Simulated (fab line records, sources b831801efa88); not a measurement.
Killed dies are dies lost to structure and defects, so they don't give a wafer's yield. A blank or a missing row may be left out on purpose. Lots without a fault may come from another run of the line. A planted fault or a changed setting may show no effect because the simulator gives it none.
Which tool did it? | flow sky130 | 11 lots, 33 wafers sampled, at 4 steps of a route of 708

WHAT THE GAUGES READ, wafer by wafer
SKY_VT_ADJUST_NCORE_OVL_MEAS_08.
lot  | measured     | on         | VT_ADJUST_NCORE_OVL (nm)
L276 | day 9 09:50  | overlay-01 | 4.5 3.3 3.7
L275 | day 9 10:59  | overlay-01 | -0.2 -0.1 -0.7
L277 | day 9 21:43  | overlay-02 | 2.8 1.4 2.2
L278 | day 10 00:26 | overlay-01 | 1.0 1.0 0.9
L279 | day 10 07:41 | overlay-02 | 1.9 2.0 0.9
L280 | day 10 16:13 | overlay-02 | 1.3 0.0 1.0
L281 | day 11 02:07 | overlay-02 | 0.4 1.9 1.4
L284 | day 11 20:40 | overlay-02 | 1.0 0.7 0.2
L289 | day 13 21:05 | overlay-01 | 208.2 207.9 206.3
L290 | day 14 09:43 | overlay-01 | 206.3 208.0 208.0
L293 | day 14 17:32 | overlay-02 | -0.2 -0.7 -0.4

SKY_VIA1_THK_MEAS_23: measures by xrf.
lot  | measured     | on            | VIA1_W_THK (nm)
L276 | day 35 13:40 | film_metro-01 | 275 270 272
L275 | day 35 14:49 | film_metro-04 | 277 275 275
L277 | day 35 15:39 | film_metro-04 | 278 277 276
L278 | day 35 18:55 | film_metro-02 | 270 268 269
L279 | day 35 23:46 | film_metro-01 | 278 274 277
L280 | day 36 08:41 | film_metro-04 | 281 277 283
L281 | day 36 20:22 | film_metro-01 | 264 269 266
L284 | day 37 10:59 | film_metro-01 | 271 269 270
L289 | day 39 15:24 | film_metro-04 | 274 279 278
L290 | day 40 01:47 | film_metro-01 | 276 272 274
L293 | day 40 14:26 | film_metro-04 | 271 271 271

WHICH TOOL RAN EACH LOT (tool, then ch and the chambers of the sampled wafers, then the start)
lot  | SKY_VT_ADJUST_NCORE_EXPOSE_04       | SKY_METAL1_STRIP_20
L276 | iline_stepper-01 ch 0, day 8 22:53  | plasma_asher-03 ch 0,1, day 34 09:17
L275 | iline_stepper-02 ch 0, day 9 00:26  | plasma_asher-03 ch 0,1, day 34 09:56
L277 | iline_stepper-01 ch 0, day 9 10:52  | plasma_asher-04 ch 0,1, day 34 11:03
L278 | iline_stepper-01 ch 0, day 9 12:44  | plasma_asher-03 ch 0,1, day 34 14:12
L279 | iline_stepper-01 ch 0, day 9 20:35  | plasma_asher-04 ch 0,1, day 34 19:06
L280 | iline_stepper-01 ch 0, day 10 05:08 | plasma_asher-01 ch 0,1, day 35 04:20
L281 | iline_stepper-02 ch 0, day 10 13:52 | plasma_asher-03 ch 0,1, day 35 16:08
L284 | iline_stepper-01 ch 0, day 11 08:30 | plasma_asher-03 ch 0,1, day 36 06:44
L289 | iline_stepper-01 ch 0, day 13 09:11 | plasma_asher-04 ch 0,1, day 38 11:24
L290 | iline_stepper-01 ch 0, day 13 20:26 | plasma_asher-04 ch 0,1, day 38 22:57
L293 | iline_stepper-02 ch 0, day 14 05:14 | plasma_asher-01 ch 0,1, day 39 11:41
- SKY_VT_ADJUST_NCORE_EXPOSE_04: exposes mask LVTN COMPLEMENT THIN, target cd 380 nm.
- SKY_METAL1_STRIP_20: strips in O2/N2.

WHAT THE TOOLS THEMSELVES READ (means of the sampled wafers that have a number; where no wafer has one, the mark that the record gives instead)
SKY_VT_ADJUST_NCORE_EXPOSE_04.
lot  | tool             | reticle_temp_C (C)
L276 | iline_stepper-01 | 22.96
L275 | iline_stepper-02 | 22.91
L277 | iline_stepper-01 | 23.13
L278 | iline_stepper-01 | 23.07
L279 | iline_stepper-01 | 23.03
L280 | iline_stepper-01 | 23.11
L281 | iline_stepper-02 | 23.00
L284 | iline_stepper-01 | 22.97
L289 | iline_stepper-01 | 23.05
L290 | iline_stepper-01 | 22.84
L293 | iline_stepper-02 | 23.01

SKY_METAL1_STRIP_20.
lot  | tool            | drypump_motor_current_A (A) | oes_product_au (a.u.) | strip_time_to_endpoint_s (s)
L276 | plasma_asher-03 | 5.7                         | 0.344                 | 2.64
L275 | plasma_asher-03 | 5.3                         | 0.342                 | 2.72
L277 | plasma_asher-04 | 5.3                         | 0.344                 | 2.69
L278 | plasma_asher-03 | 5.3                         | 0.344                 | 2.71
L279 | plasma_asher-04 | 5.5                         | 0.340                 | 2.69
L280 | plasma_asher-01 | 5.2                         | 0.348                 | 2.74
L281 | plasma_asher-03 | 5.3                         | 0.349                 | 2.74
L284 | plasma_asher-03 | 5.3                         | 0.339                 | 2.66
L289 | plasma_asher-04 | 5.2                         | 0.341                 | 2.62
L290 | plasma_asher-04 | 5.3                         | 0.341                 | 2.66
L293 | plasma_asher-01 | 5.5                         | 0.344                 | 2.74

THE ANSWER, worked out from the rows above alone
Rule: what is usual is taken from the lots themselves. Put in order of their means at a reading, lots are off if they are a third of the lots or fewer, leave a main group of 4 or more, and stand apart from it by a gap of 3 or more times the standard deviation of the main group's means; of several such gaps the widest counts. A main group whose means are all the same, to the digits that the tables above print for the reading, isn't used. A lot without any number at a reading at which 4 lots or more have one is off too. The other lots that the step has rows for count as sound. The gauges are gone through in route order, then the tools' own readings, and for those a lot's mean is taken as printed above. The first step at which some lot is off is used, and at that step the reading that is off furthest; a lot without a number counts as furthest.
Off: L289, L290, at SKY_VT_ADJUST_NCORE_OVL_MEAS_08 (VT_ADJUST_NCORE_OVL). The main group: mean 1.2 nm, standard deviation 1.2.
A tool fits if, at a process step before that reading, it ran every lot that is off, and no sound lot after the first of them. The gauges at SKY_VT_ADJUST_NCORE_OVL_MEAS_08 are tried like those tools. Can't be told from this: 2 tools fit, iline_stepper-01 at SKY_VT_ADJUST_NCORE_EXPOSE_04, overlay-01 at SKY_VT_ADJUST_NCORE_OVL_MEAS_08.

WHAT THE SIMULATOR HAD PUT IN
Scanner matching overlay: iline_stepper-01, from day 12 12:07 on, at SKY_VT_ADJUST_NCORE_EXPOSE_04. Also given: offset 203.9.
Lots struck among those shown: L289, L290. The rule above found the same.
